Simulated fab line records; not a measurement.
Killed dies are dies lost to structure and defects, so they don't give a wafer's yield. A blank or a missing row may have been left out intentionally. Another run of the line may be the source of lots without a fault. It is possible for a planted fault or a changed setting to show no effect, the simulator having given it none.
Matching of chambers ; flow gf180mcu ; GF_STI_WET_ETCH_17 on wet_bench-03 has 3 sister chambers
The step etches Si3N4 in H3PO4, target depth 45 nm, time 514 s. 3 wafers are shown with their chamber, then 5 later ones without.

== EACH WAFER AND ITS CHAMBER ==
wafer;chamber;run_length_s (s)
L612.5;2;547
L613.4;3;547
L616.1;0;538

== WAFERS MISSING THEIR CHAMBER ==
wafer;run_length_s (s)
L616.2;538
L616.6;538
L619.2;539
L619.4;539
L619.6;539

== CHAMBER TAKEN BY EACH ==
wafer;from the rows above;in truth
L616.2;0;0
L616.6;0;0
L619.2;0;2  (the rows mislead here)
L619.4;0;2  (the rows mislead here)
L619.6;0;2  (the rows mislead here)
2 of 5 placed correctly. Can't be placed from these rows: 0. Number placed wrongly: 3.
How it was worked out, from the rows above alone: a wafer's distance from a chamber is the root of the sum, over the readings, of the square of ((its reading less the chamber's mean) divided by the reading's scatter). If the next closest chamber is less than 2 further off than the closest, the wafer can't be placed; otherwise it belongs to the closest. A chamber's mean is the mean of its shown wafers. The scatter: with one shown wafer a chamber, the root of the mean of the squares of how far each hidden wafer lies from its nearest shown one.
